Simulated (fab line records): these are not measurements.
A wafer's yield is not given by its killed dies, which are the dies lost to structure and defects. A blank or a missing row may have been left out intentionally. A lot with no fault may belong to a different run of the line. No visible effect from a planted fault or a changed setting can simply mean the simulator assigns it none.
Code-filled problem report in 8D (eight disciplines) form | flow sky130 | the parts of the form that need people (team, actions taken, sign-off) are left out

== 1. WHAT WENT WRONG ==
At SKY_METAL3_SPUTTER_01, chamber-pressure-pa averages 0.4837 Pa over 2 wafers from 2 lots, while fault-free wafers read 0.4000 Pa, standard deviation 0.00079. That is +99 or more standard deviations from the usual mean.
The step: material TiN, target thk 20 nm, time 16.7 s.
Earliest sighting: wafer L655.4 on pvd-sputter-04 at day 38 03:10. At this step, 18 wafers from 6 lots have a number in the record. The rule behind "out" and "out of limits": a value lying over 4 standard deviations away from the usual mean. The other wafers with a number count as sound.

== 2. WHAT IT IS, AND WHAT IT ISN'T ==
question                    | is                  | is not
which readings at this step | chamber-pressure-pa | throttle-valve-pct
which lots                  | L655, L658          | L653, L664, L666, L671
which wafers of those lots  | L655.4, L658.6      | L655.1, L655.2, L658.3, L658.4
read on which tools         | pvd-sputter-04      | pvd-sputter-01, pvd-sputter-02
when                        | from day 38 03:10   | up to then (5 sound wafers); but 11 sound wafers of L658, L664, L666, L671 came after

== 3. THE SUSPECTS, EACH WITH WHAT RULES IT OUT ==
Counting: a tool at a process step up to the reading stays a suspect if it ran every lot that is out. Sound lots after the first of them don't rule it out here, since some wafers of a struck lot are sound.
- plasma-asher-03 at SKY_VIA2_STRIP_16 (strips in O2/N2): kept. It ran every lot that is out, first L655 (day 38 01:53).
- pvd-sputter-04 at SKY_METAL3_SPUTTER_01 (material TiN, target thk 20 nm, time 16.7 s): kept. It ran every lot that is out, first L655 (day 38 03:10); its last sound lot up to then is L653 (day 37 19:27). On those wafers its own readings are out: chamber-pressure-pa.
The count leaves pvd-sputter-04 at SKY_METAL3_SPUTTER_01 and plasma-asher-03 at SKY_VIA2_STRIP_16.

== 4. THE CAUSE (what the simulator had put in) ==
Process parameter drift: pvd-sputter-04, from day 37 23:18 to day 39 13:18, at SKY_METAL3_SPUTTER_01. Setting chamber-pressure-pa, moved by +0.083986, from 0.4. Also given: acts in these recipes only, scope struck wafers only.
Counting left 2 suspects, and this tool is among them.

== 5. THE CHAIN OF EFFECTS, in route order ==
Each row: a reading whose mean over the struck wafers that have a number lies more than 3 standard deviations from the usual. Only readings whose record carries a usual standard deviation are examined. hours: median over the lots of the time between each lot's start at the first step of this table that gives one and its start at this step. sigmas: the change, counted in usual standard deviations.
hours | step                  | reading             | usual     | on struck wafers | change  | sigmas
0     | SKY_METAL3_SPUTTER_01 | chamber-pressure-pa | 0.4000 Pa | 0.4837           | +0.0837 | +99 or more
Process steps it contains:
- SKY_METAL3_SPUTTER_01: material TiN, target thk 20 nm, time 16.7 s.

== 6. WHAT WOULD HAVE CAUGHT IT SOONER ==
In this record the first reading out of limits was taken at day 38 03:10, 4 hours after the fault began at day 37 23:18.
